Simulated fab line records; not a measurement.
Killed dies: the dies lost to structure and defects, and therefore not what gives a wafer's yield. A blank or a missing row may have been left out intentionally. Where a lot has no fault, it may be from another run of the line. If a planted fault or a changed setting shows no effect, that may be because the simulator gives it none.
fab line records | flow sky130
[record] lots = 24 | wafers = 72 | lastDay = 50
route steps=708 shown SD_N@354 LI_CONTACT@365 CONTACT@409 CAP2M@605
lots that met no fault: taken from a fault-free run of the same line
startH: hours from the record's first day to the start of the lot's first wafer shown | waitH: hours from the lot's prior step to this one | " as in the row above | L1.1+2: a single row standing in for several wafers | - no value present, or no start provided | * or withheld: withheld | < > ~ a bound
route shown NAME@n: a module of which the file shows steps, and the number in the route of the first | usual: average and standard deviation across the fault-free wafers | same: alike in all rows | chamber/n: place in a boat | sites: readings site by site | _std_site: how widely they spread, as a standard deviation | _edge_site: mean of outer sites minus mean of inner sites | radiusMm: for every site, how far away it sits from the centre of the wafer | mask NAME#n: copy n | behind: the most recent tool/chamber to have shaped the wafer | hold: the reason the lot was held/the length of the hold in hours/how it ended | device: names the non-switching transistor (n, p or np) | end of line: at the end of the route, the tests of the same wafers | a step without rows: its recipe alone | killed: dies lost to structure and defects at the first sort, not the wafer's yield | map: a wafer's dies, marking killed ones x, the rest . and places with no die _
set.NAME: the setting that was run; set.NAME@STEP: the one run at that earlier step | model.NAME: the simulator's own value behind a step, which no gauge read
the route's steps for a sample of lots (tables are steps, rows are wafers)
services: when a tool's chamber went out of use (startH, in hours from the record's first day, below 0 if earlier), for how many hours, and the reason
[[steps]]
[step SKY_SD_N_TW_MEAS_12]
[usual] SD_N_TW = 3976/32
lot.wafer | tool         | chamber | startH | waitH | SD_N_TW
L074.1    | filmMetro-01 | -       | 646.48 | 0.1   | 4040
L074.5    | "            | -       | "      | "     | 4046
L074.6    | "            | -       | "      | "     | 4038
L076.2    | filmMetro-02 | -       | 658.90 | 0.1   | 3979
L076.3    | "            | -       | "      | "     | 3969
L076.4    | "            | -       | "      | "     | 3980
L075.4    | filmMetro-03 | -       | 659.08 | 0.1   | 3953
L075.5    | "            | -       | "      | "     | 3936
L075.6    | "            | -       | "      | "     | 3928
L077.3    | filmMetro-03 | -       | 670.81 | 0.1   | 3947
L077.5    | "            | -       | "      | "     | 3935
L077.6    | "            | -       | "      | "     | 3940
L078.3    | filmMetro-01 | -       | 684.03 | 0.1   | 3984
L078.4    | "            | -       | "      | "     | 3979
L078.5    | "            | -       | "      | "     | 3985
L079.3    | filmMetro-01 | -       | 687.58 | 0.1   | 4029
L079.4    | "            | -       | "      | "     | 4003
L079.5    | "            | -       | "      | "     | 4012
L080.1    | filmMetro-01 | -       | 690.49 | 0.1   | 3990
L080.3    | "            | -       | "      | "     | 4003
L080.5    | "            | -       | "      | "     | 3986
L081.4    | filmMetro-03 | -       | 698.92 | 0.1   | 3941
L081.5    | "            | -       | "      | "     | 3932
L081.6    | "            | -       | "      | "     | 3926
L082.3    | filmMetro-01 | -       | 710.97 | 0.1   | 3997
L082.4    | "            | -       | "      | "     | 4006
L082.6    | "            | -       | "      | "     | 4015
L083.1    | filmMetro-01 | -       | 720.11 | 0.1   | 3963
L083.2    | "            | -       | "      | "     | 3960
L083.6    | "            | -       | "      | "     | 3959
L084.1    | filmMetro-03 | -       | 727.04 | 0.1   | 3963
L084.3    | "            | -       | "      | "     | 3973
L084.6    | "            | -       | "      | "     | 3985
L085.1    | filmMetro-03 | -       | 734.66 | 0.1   | 3946
L085.5    | "            | -       | "      | "     | 3957
L085.6    | "            | -       | "      | "     | 3947
L086.1    | filmMetro-01 | -       | 745.79 | 0.1   | 3971
L086.3    | "            | -       | "      | "     | 3993
L086.4    | "            | -       | "      | "     | 3974
L087.1    | filmMetro-02 | -       | 750.89 | 0.1   | 3986
L087.3    | "            | -       | "      | "     | 3958
L087.6    | "            | -       | "      | "     | 3943
L088.1    | filmMetro-02 | -       | 762.29 | 0.1   | 3974
L088.3    | "            | -       | "      | "     | 3983
L088.4    | "            | -       | "      | "     | 3984
L089.1    | filmMetro-01 | -       | 784.05 | 0.1   | 4066
L089.4    | "            | -       | "      | "     | 4044
L089.5    | "            | -       | "      | "     | 4051
L090.2    | filmMetro-01 | -       | 788.07 | 0.1   | 4008
L090.3    | "            | -       | "      | "     | 4028
L090.5    | "            | -       | "      | "     | 4044
L092.1    | filmMetro-01 | -       | 793.56 | 0.1   | 3986
L092.3    | "            | -       | "      | "     | 3980
L092.5    | "            | -       | "      | "     | 3974
L091.1    | filmMetro-03 | -       | 811.09 | 0.1   | 3941
L091.3    | "            | -       | "      | "     | 3960
L091.5    | "            | -       | "      | "     | 3958
L094.3    | filmMetro-02 | -       | 811.47 | 0.1   | 3975
L094.5    | "            | -       | "      | "     | 3983
L094.6    | "            | -       | "      | "     | 3981
L093.1    | filmMetro-01 | -       | 811.81 | 0.1   | 3992
L093.3    | "            | -       | "      | "     | 3996
L093.5    | "            | -       | "      | "     | 3966
L096.3    | filmMetro-03 | -       | 817.82 | 0.1   | 3967
L096.4    | "            | -       | "      | "     | 3959
L096.5    | "            | -       | "      | "     | 3964
L095.2    | filmMetro-03 | -       | 818.12 | 0.1   | 3956
L095.4    | "            | -       | "      | "     | 3922
L095.6    | "            | -       | "      | "     | 3971
L097.1    | filmMetro-02 | -       | 825.47 | 0.1   | 3935
L097.4    | "            | -       | "      | "     | 3929
L097.5    | "            | -       | "      | "     | 3942
[step SKY_LI_CONTACT_BOW_MEAS_03]
[recipe] mode = bow
[usual] LI_CONTACT_BOW = 56/6.4
lot.wafer | tool         | chamber | startH | waitH | LI_CONTACT_BOW[um]
L074.1    | filmMetro-02 | -       | 647.60 | 0.2   | 70
L074.5    | "            | -       | "      | "     | 62
L074.6    | "            | -       | "      | "     | 56
L076.2    | filmMetro-01 | -       | 660.99 | 0.3   | 53
L076.3    | "            | -       | "      | "     | 48
L076.4    | "            | -       | "      | "     | 57
L075.4    | filmMetro-02 | -       | 661.13 | 0.2   | 52
L075.5    | "            | -       | "      | "     | 49
L075.6    | "            | -       | "      | "     | 53
L077.3    | filmMetro-01 | -       | 672.25 | 0.1   | 58
L077.5    | "            | -       | "      | "     | 60
L077.6    | "            | -       | "      | "     | 67
L078.3    | filmMetro-01 | -       | 685.18 | 0.3   | 53
L078.4    | "            | -       | "      | "     | 46
L078.5    | "            | -       | "      | "     | 67
L079.3    | filmMetro-01 | -       | 688.73 | 0.2   | 60
L079.4    | "            | -       | "      | "     | 61
L079.5    | "            | -       | "      | "     | 55
L080.1    | filmMetro-01 | -       | 691.61 | 0.1   | 59
L080.3    | "            | -       | "      | "     | 75
L080.5    | "            | -       | "      | "     | 60
L081.4    | filmMetro-03 | -       | 700.08 | 0.3   | 50
L081.5    | "            | -       | "      | "     | 56
L081.6    | "            | -       | "      | "     | 60
L082.3    | filmMetro-03 | -       | 715.61 | 0.2   | 58
L082.4    | "            | -       | "      | "     | 57
L082.6    | "            | -       | "      | "     | 54
L083.1    | filmMetro-01 | -       | 721.34 | 0.1   | 57
L083.2    | "            | -       | "      | "     | 61
L083.6    | "            | -       | "      | "     | 55
L084.1    | filmMetro-02 | -       | 728.17 | 0.1   | 66
L084.3    | "            | -       | "      | "     | 48
L084.6    | "            | -       | "      | "     | 56
L085.1    | filmMetro-03 | -       | 735.79 | 0.2   | 57
L085.5    | "            | -       | "      | "     | 63
L085.6    | "            | -       | "      | "     | 51
L086.1    | filmMetro-03 | -       | 747.04 | 0.1   | 49
L086.3    | "            | -       | "      | "     | 57
L086.4    | "            | -       | "      | "     | 54
L087.1    | filmMetro-03 | -       | 752.03 | 0.1   | 55
L087.3    | "            | -       | "      | "     | 70
L087.6    | "            | -       | "      | "     | 69
L088.1    | filmMetro-03 | -       | 763.42 | 0.2   | 60
L088.3    | "            | -       | "      | "     | 50
L088.4    | "            | -       | "      | "     | 57
L089.1    | filmMetro-02 | -       | 785.22 | 0.2   | 56
L089.4    | "            | -       | "      | "     | 65
L089.5    | "            | -       | "      | "     | 70
L090.2    | filmMetro-02 | -       | 789.21 | 0.2   | 56
L090.3    | "            | -       | "      | "     | 52
L090.5    | "            | -       | "      | "     | 50
L092.1    | filmMetro-03 | -       | 794.69 | 0.2   | 53
L092.3    | "            | -       | "      | "     | 44
L092.5    | "            | -       | "      | "     | 59
L091.1    | filmMetro-01 | -       | 812.34 | 0.1   | 54
L091.3    | "            | -       | "      | "     | 59
L091.5    | "            | -       | "      | "     | 67
L094.3    | filmMetro-03 | -       | 812.68 | 0.3   | 60
L094.5    | "            | -       | "      | "     | 55
L094.6    | "            | -       | "      | "     | 59
L093.1    | filmMetro-02 | -       | 813.00 | 0.1   | 59
L093.3    | "            | -       | "      | "     | 54
L093.5    | "            | -       | "      | "     | 49
L096.3    | filmMetro-03 | -       | 818.96 | 0.1   | 66
L096.4    | "            | -       | "      | "     | 58
L096.5    | "            | -       | "      | "     | 55
L095.2    | filmMetro-01 | -       | 819.32 | 0.1   | 50
L095.4    | "            | -       | "      | "     | 46
L095.6    | "            | -       | "      | "     | 43
L097.1    | filmMetro-03 | -       | 826.59 | 0.1   | 66
L097.4    | "            | -       | "      | "     | 54
L097.5    | "            | -       | "      | "     | 55
[step SKY_CONTACT_THK_MEAS_03]
[recipe] reads = SiO2_of_CONTACT_HDPCVD_02
[usual] CONTACT_HDPCVD_THK = 566/6.6
lot.wafer | tool         | chamber | startH | waitH | CONTACT_HDPCVD_THK[nm]
L074.1    | filmMetro-01 | -       | 707.11 | 0.0   | 564
L074.5    | "            | -       | "      | "     | 565
L074.6    | "            | -       | "      | "     | 559
L076.2    | filmMetro-04 | -       | 719.66 | 0.0   | 564
L076.3    | "            | -       | "      | "     | 565
L076.4    | "            | -       | "      | "     | 559
L075.4    | filmMetro-04 | -       | 719.84 | 0.0   | 572
L075.5    | "            | -       | "      | "     | 571
L075.6    | "            | -       | "      | "     | 570
L077.3    | filmMetro-04 | -       | 727.32 | 0.1   | 572
L077.5    | "            | -       | "      | "     | 572
L077.6    | "            | -       | "      | "     | 575
L078.3    | filmMetro-04 | -       | 744.66 | 0.1   | 574
L078.4    | "            | -       | "      | "     | 575
L078.5    | "            | -       | "      | "     | 567
L079.3    | filmMetro-01 | -       | 745.99 | 0.1   | 568
L079.4    | "            | -       | "      | "     | 567
L079.5    | "            | -       | "      | "     | 574
L080.1    | filmMetro-04 | -       | 750.39 | 0.0   | 566
L080.3    | "            | -       | "      | "     | 562
L080.5    | "            | -       | "      | "     | 568
L081.4    | filmMetro-01 | -       | 754.50 | 0.0   | 567
L081.5    | "            | -       | "      | "     | 571
L081.6    | "            | -       | "      | "     | 557
L082.3    | filmMetro-03 | -       | 772.05 | 0.1   | 570
L082.4    | "            | -       | "      | "     | 577
L082.6    | "            | -       | "      | "     | 569
L083.1    | filmMetro-04 | -       | 778.47 | 0.0   | 562
L083.2    | "            | -       | "      | "     | 563
L083.6    | "            | -       | "      | "     | 559
L084.1    | filmMetro-01 | -       | 783.39 | 0.0   | 575
L084.3    | "            | -       | "      | "     | 573
L084.6    | "            | -       | "      | "     | 577
L085.1    | filmMetro-03 | -       | 791.85 | 0.1   | 558
L085.5    | "            | -       | "      | "     | 557
L085.6    | "            | -       | "      | "     | 550
L086.1    | filmMetro-04 | -       | 802.31 | 0.0   | 576
L086.3    | "            | -       | "      | "     | 577
L086.4    | "            | -       | "      | "     | 576
L087.1    | filmMetro-01 | -       | 808.40 | 0.1   | 569
L087.3    | "            | -       | "      | "     | 563
L087.6    | "            | -       | "      | "     | 570
L088.1    | filmMetro-04 | -       | 818.33 | 0.0   | 563
L088.3    | "            | -       | "      | "     | 564
L088.4    | "            | -       | "      | "     | 560
L089.1    | filmMetro-03 | -       | 840.50 | 0.0   | 562
L089.4    | "            | -       | "      | "     | 569
L089.5    | "            | -       | "      | "     | 565
L090.2    | filmMetro-03 | -       | 844.35 | 0.0   | 580
L090.3    | "            | -       | "      | "     | 578
L090.5    | "            | -       | "      | "     | 572
L092.1    | filmMetro-03 | -       | 850.47 | 0.0   | 562
L092.3    | "            | -       | "      | "     | 558
L092.5    | "            | -       | "      | "     | 553
L091.1    | filmMetro-01 | -       | 866.52 | 0.0   | 562
L091.3    | "            | -       | "      | "     | 567
L091.5    | "            | -       | "      | "     | 574
L094.3    | filmMetro-01 | -       | 867.83 | 0.1   | 563
L094.5    | "            | -       | "      | "     | 558
L094.6    | "            | -       | "      | "     | 564
L093.1    | filmMetro-03 | -       | 867.86 | 0.0   | 568
L093.3    | "            | -       | "      | "     | 571
L093.5    | "            | -       | "      | "     | 559
L096.3    | filmMetro-03 | -       | 873.69 | 0.1   | 561
L096.4    | "            | -       | "      | "     | 558
L096.5    | "            | -       | "      | "     | 566
L095.2    | filmMetro-04 | -       | 874.44 | 0.0   | 569
L095.4    | "            | -       | "      | "     | 569
L095.6    | "            | -       | "      | "     | 564
L097.1    | filmMetro-01 | -       | 879.77 | 0.0   | 573
L097.4    | "            | -       | "      | "     | 576
L097.5    | "            | -       | "      | "     | 564
[step SKY_CONTACT_OVL_MEAS_15]
[usual] CONTACT_OVL = 4/5.1
lot.wafer | tool       | chamber | startH | waitH | CONTACT_OVL[nm]
L074.1    | overlay-01 | -       | 740.91 | 0.1   | 1
L074.5    | "          | -       | "      | "     | 10
L074.6    | "          | -       | "      | "     | 2
L076.2    | overlay-01 | -       | 747.57 | 0.1   | -6
L076.3    | "          | -       | "      | "     | 4
L076.4    | "          | -       | "      | "     | 2
L075.4    | overlay-02 | -       | 748.36 | 0.1   | -5
L075.5    | "          | -       | "      | "     | -4
L075.6    | "          | -       | "      | "     | -2
L077.3    | overlay-02 | -       | 754.22 | 0.1   | 8
L077.5    | "          | -       | "      | "     | 3
L077.6    | "          | -       | "      | "     | 5
L078.3    | overlay-01 | -       | 772.17 | 0.1   | 6
L078.4    | "          | -       | "      | "     | 4
L078.5    | "          | -       | "      | "     | 1
L079.3    | overlay-02 | -       | 773.57 | 0.1   | 6
L079.4    | "          | -       | "      | "     | -1
L079.5    | "          | -       | "      | "     | 3
L080.1    | overlay-02 | -       | 777.81 | 0.1   | 4
L080.3    | "          | -       | "      | "     | 6
L080.5    | "          | -       | "      | "     | 5
L081.4    | overlay-02 | -       | 781.32 | 0.1   | 7
L081.5    | "          | -       | "      | "     | 9
L081.6    | "          | -       | "      | "     | 7
L082.3    | overlay-01 | -       | 798.82 | 0.1   | 3
L082.4    | "          | -       | "      | "     | 11
L082.6    | "          | -       | "      | "     | 11
L083.1    | overlay-01 | -       | 804.96 | 0.1   | 7
L083.2    | "          | -       | "      | "     | 6
L083.6    | "          | -       | "      | "     | -1
L084.1    | overlay-01 | -       | 809.91 | 0.1   | 4
L084.3    | "          | -       | "      | "     | 3
L084.6    | "          | -       | "      | "     | 4
L085.1    | overlay-01 | -       | 818.46 | 0.1   | -10
L085.5    | "          | -       | "      | "     | -7
L085.6    | "          | -       | "      | "     | -3
L086.1    | overlay-02 | -       | 829.81 | 0.1   | 4
L086.3    | "          | -       | "      | "     | -2
L086.4    | "          | -       | "      | "     | 4
L087.1    | overlay-01 | -       | 835.26 | 0.1   | 10
L087.3    | "          | -       | "      | "     | 12
L087.6    | "          | -       | "      | "     | 4
L088.1    | overlay-02 | -       | 845.24 | 0.1   | 10
L088.3    | "          | -       | "      | "     | 6
L088.4    | "          | -       | "      | "     | 11
L089.1    | overlay-01 | -       | 867.24 | 0.1   | 3
L089.4    | "          | -       | "      | "     | 13
L089.5    | "          | -       | "      | "     | 8
L090.2    | overlay-01 | -       | 870.97 | 0.1   | 6
L090.3    | "          | -       | "      | "     | 11
L090.5    | "          | -       | "      | "     | 10
L092.1    | overlay-01 | -       | 877.26 | 0.1   | 7
L092.3    | "          | -       | "      | "     | -2
L092.5    | "          | -       | "      | "     | 6
L091.1    | overlay-01 | -       | 893.24 | 0.1   | -4
L091.3    | "          | -       | "      | "     | -4
L091.5    | "          | -       | "      | "     | -4
L094.3    | overlay-02 | -       | 894.02 | 0.1   | 9
L094.5    | "          | -       | "      | "     | 7
L094.6    | "          | -       | "      | "     | 5
L093.1    | overlay-02 | -       | 894.39 | 0.1   | 1
L093.3    | "          | -       | "      | "     | 11
L093.5    | "          | -       | "      | "     | 2
L096.3    | overlay-02 | -       | 900.02 | 0.1   | -3
L096.4    | "          | -       | "      | "     | 5
L096.5    | "          | -       | "      | "     | -5
L095.2    | overlay-02 | -       | 900.51 | 0.1   | 5
L095.4    | "          | -       | "      | "     | 9
L095.6    | "          | -       | "      | "     | 0
L097.1    | overlay-01 | -       | 905.76 | 0.1   | 3
L097.4    | "          | -       | "      | "     | 12
L097.5    | "          | -       | "      | "     | 3
[step SKY_CONTACT_THK_MEAS_26]
[recipe] thkMeasGauge = xrf | reads = W_of_CONTACT_CVD_24
[usual] CONTACT_W_THK = 335/4.3
lot.wafer | tool         | chamber | startH | waitH | CONTACT_W_THK[nm]
L074.1    | filmMetro-03 | -       | 741.96 | 0.1   | 336
L074.5    | "            | -       | "      | "     | 339
L074.6    | "            | -       | "      | "     | 337
L076.2    | filmMetro-03 | -       | 748.64 | 0.1   | 335
L076.3    | "            | -       | "      | "     | 331
L076.4    | "            | -       | "      | "     | 343
L075.4    | filmMetro-01 | -       | 749.44 | 0.1   | 330
L075.5    | "            | -       | "      | "     | 329
L075.6    | "            | -       | "      | "     | 328
L077.3    | filmMetro-01 | -       | 755.29 | 0.1   | 335
L077.5    | "            | -       | "      | "     | 330
L077.6    | "            | -       | "      | "     | 334
L078.3    | filmMetro-04 | -       | 773.30 | 0.1   | 338
L078.4    | "            | -       | "      | "     | 338
L078.5    | "            | -       | "      | "     | 335
L079.3    | filmMetro-04 | -       | 774.64 | 0.1   | 343
L079.4    | "            | -       | "      | "     | 343
L079.5    | "            | -       | "      | "     | 340
L080.1    | filmMetro-01 | -       | 778.87 | 0.1   | 337
L080.3    | "            | -       | "      | "     | 332
L080.5    | "            | -       | "      | "     | 331
L081.4    | filmMetro-04 | -       | 782.47 | 0.1   | 338
L081.5    | "            | -       | "      | "     | 340
L081.6    | "            | -       | "      | "     | 335
L082.3    | filmMetro-01 | -       | 799.88 | 0.1   | 332
L082.4    | "            | -       | "      | "     | 333
L082.6    | "            | -       | "      | "     | 338
L083.1    | filmMetro-03 | -       | 806.01 | 0.1   | 335
L083.2    | "            | -       | "      | "     | 333
L083.6    | "            | -       | "      | "     | 338
L084.1    | filmMetro-01 | -       | 810.97 | 0.1   | 330
L084.3    | "            | -       | "      | "     | 332
L084.6    | "            | -       | "      | "     | 329
L085.1    | filmMetro-04 | -       | 819.54 | 0.1   | 338
L085.5    | "            | -       | "      | "     | 336
L085.6    | "            | -       | "      | "     | 336
L086.1    | filmMetro-01 | -       | 830.89 | 0.1   | 338
L086.3    | "            | -       | "      | "     | 332
L086.4    | "            | -       | "      | "     | 337
L087.1    | filmMetro-03 | -       | 836.31 | 0.1   | 336
L087.3    | "            | -       | "      | "     | 335
L087.6    | "            | -       | "      | "     | 332
L088.1    | filmMetro-01 | -       | 846.36 | 0.1   | 335
L088.3    | "            | -       | "      | "     | 333
L088.4    | "            | -       | "      | "     | 331
L089.1    | filmMetro-01 | -       | 868.31 | 0.1   | 333
L089.4    | "            | -       | "      | "     | 333
L089.5    | "            | -       | "      | "     | 331
L090.2    | filmMetro-04 | -       | 872.04 | 0.1   | 337
L090.3    | "            | -       | "      | "     | 338
L090.5    | "            | -       | "      | "     | 338
L092.1    | filmMetro-01 | -       | 878.32 | 0.1   | 331
L092.3    | "            | -       | "      | "     | 332
L092.5    | "            | -       | "      | "     | 332
L091.1    | filmMetro-04 | -       | 894.29 | 0.1   | 334
L091.3    | "            | -       | "      | "     | 338
L091.5    | "            | -       | "      | "     | 336
L094.3    | filmMetro-03 | -       | 895.08 | 0.1   | 327
L094.5    | "            | -       | "      | "     | 327
L094.6    | "            | -       | "      | "     | 328
L093.1    | filmMetro-04 | -       | 895.44 | 0.1   | 332
L093.3    | "            | -       | "      | "     | 335
L093.5    | "            | -       | "      | "     | 333
L096.3    | filmMetro-04 | -       | 901.08 | 0.1   | 335
L096.4    | "            | -       | "      | "     | 330
L096.5    | "            | -       | "      | "     | 336
L095.2    | filmMetro-04 | -       | 901.57 | 0.1   | 336
L095.4    | "            | -       | "      | "     | 332
L095.6    | "            | -       | "      | "     | 341
L097.1    | filmMetro-01 | -       | 906.81 | 0.1   | 332
L097.4    | "            | -       | "      | "     | 333
L097.5    | "            | -       | "      | "     | 333
[step SKY_CAP2M_SPUTTER_02]
[recipe] material = TiN | targetThkNm = 200 | tempC = 300 | powerW = 6500 | timeS = 166.7 | chamberPressurePa = 0.4
[usual] throttleValvePct = 29.8/1.1
lot.wafer | tool          | chamber | startH  | waitH | throttleValvePct
L074.1    | pvdSputter-02 | -       | 932.06  | 0.1   | 29.6
L074.5    | "             | -       | "       | "     | 29.7
L074.6    | "             | -       | "       | "     | 30.0
L076.2    | pvdSputter-02 | -       | 942.15  | 0.0   | 29.6
L076.3    | "             | -       | "       | "     | 31.1
L076.4    | "             | -       | "       | "     | 30.3
L075.4    | pvdSputter-01 | -       | 942.91  | 0.0   | 28.8
L075.5    | "             | -       | "       | "     | 31.4
L075.6    | "             | -       | "       | "     | 28.1
L077.3    | pvdSputter-01 | -       | 947.91  | 0.0   | 28.2
L077.5    | "             | -       | "       | "     | 31.3
L077.6    | "             | -       | "       | "     | 29.1
L078.3    | pvdSputter-01 | -       | 963.45  | 0.0   | 31.3
L078.4    | "             | -       | "       | "     | 28.4
L078.5    | "             | -       | "       | "     | 28.5
L079.3    | pvdSputter-02 | -       | 965.86  | 0.0   | 30.3
L079.4    | "             | -       | "       | "     | 30.1
L079.5    | "             | -       | "       | "     | 30.2
L080.1    | pvdSputter-01 | -       | 970.29  | 0.1   | 29.4
L080.3    | "             | -       | "       | "     | 28.4
L080.5    | "             | -       | "       | "     | 28.2
L081.4    | pvdSputter-03 | -       | 971.80  | 0.1   | 28.3
L081.5    | "             | -       | "       | "     | 31.1
L081.6    | "             | -       | "       | "     | 32.5
L082.3    | pvdSputter-02 | -       | 989.78  | 0.0   | 30.2
L082.4    | "             | -       | "       | "     | 29.8
L082.6    | "             | -       | "       | "     | 31.2
L083.1    | pvdSputter-01 | -       | 993.73  | 0.1   | 31.5
L083.2    | "             | -       | "       | "     | 28.4
L083.6    | "             | -       | "       | "     | 31.4
L084.1    | pvdSputter-01 | -       | 998.32  | 0.1   | 29.2
L084.3    | "             | -       | "       | "     | 31.2
L084.6    | "             | -       | "       | "     | 28.6
L085.1    | pvdSputter-02 | -       | 1006.94 | 0.1   | 31.2
L085.5    | "             | -       | "       | "     | 29.8
L085.6    | "             | -       | "       | "     | 31.0
L086.1    | pvdSputter-02 | -       | 1017.06 | 0.1   | 29.6
L086.3    | "             | -       | "       | "     | 31.3
L086.4    | "             | -       | "       | "     | 29.8
L087.1    | pvdSputter-01 | -       | 1019.21 | 0.1   | 28.9
L087.3    | "             | -       | "       | "     | 28.4
L087.6    | "             | -       | "       | "     | 31.4
L088.1    | pvdSputter-01 | -       | 1028.98 | 0.1   | 29.3
L088.3    | "             | -       | "       | "     | 31.4
L088.4    | "             | -       | "       | "     | 28.4
L089.1    | pvdSputter-02 | -       | 1048.61 | 0.1   | 30.0
L089.4    | "             | -       | "       | "     | 29.7
L089.5    | "             | -       | "       | "     | 29.8
L090.2    | pvdSputter-01 | -       | 1050.09 | 0.0   | 28.4
L090.3    | "             | -       | "       | "     | 28.2
L090.5    | "             | -       | "       | "     | 31.2
L092.1    | pvdSputter-01 | -       | 1056.82 | 0.1   | 28.5
L092.3    | "             | -       | "       | "     | 29.2
L092.5    | "             | -       | "       | "     | 28.7
L091.1    | pvdSputter-02 | -       | 1071.44 | 0.1   | 31.3
L091.3    | "             | -       | "       | "     | 30.1
L091.5    | "             | -       | "       | "     | 29.9
L094.3    | pvdSputter-03 | -       | 1071.74 | 0.0   | 28.3
L094.5    | "             | -       | "       | "     | 28.3
L094.6    | "             | -       | "       | "     | 30.8
L093.1    | pvdSputter-01 | -       | 1073.81 | 0.1   | 28.7
L093.3    | "             | -       | "       | "     | 28.0
L093.5    | "             | -       | "       | "     | 31.2
L096.3    | pvdSputter-02 | -       | 1076.82 | 0.0   | 29.6
L096.4    | "             | -       | "       | "     | 31.1
L096.5    | "             | -       | "       | "     | 29.7
L095.2    | pvdSputter-02 | -       | 1077.28 | 0.0   | 30.0
L095.4    | "             | -       | "       | "     | 30.9
L095.6    | "             | -       | "       | "     | 30.2
L097.1    | pvdSputter-01 | -       | 1080.74 | 0.1   | 28.0
L097.4    | "             | -       | "       | "     | 31.3
L097.5    | "             | -       | "       | "     | 28.5
[[services]]
tool          | chamber | startH  | hours | kind
pvdSputter-01 | -       | 950.32  | 3.3   | repair
pvdSputter-03 | 2       | 954.03  | -     | consumableReplace:kit
pvdSputter-03 | 2       | 954.03  | 18.0  | scheduledDown
pvdSputter-03 | 2       | 954.03  | 18.0  | ventCycle
pvdSputter-02 | 2       | 970.21  | -     | consumableReplace:kit
pvdSputter-02 | 2       | 970.21  | 18.0  | scheduledDown
pvdSputter-02 | 2       | 970.21  | 18.0  | ventCycle
pvdSputter-01 | 0       | 991.61  | -     | consumableReplace:kit
pvdSputter-01 | 0       | 991.61  | 18.0  | scheduledDown
pvdSputter-01 | 0       | 991.61  | 18.0  | ventCycle
pvdSputter-03 | 1       | 1050.81 | -     | consumableReplace:kit
pvdSputter-03 | 1       | 1050.81 | 18.0  | scheduledDown
pvdSputter-03 | 1       | 1050.81 | 18.0  | ventCycle
pvdSputter-01 | -       | 1058.65 | 6.3   | repair
[[key]]
fault none
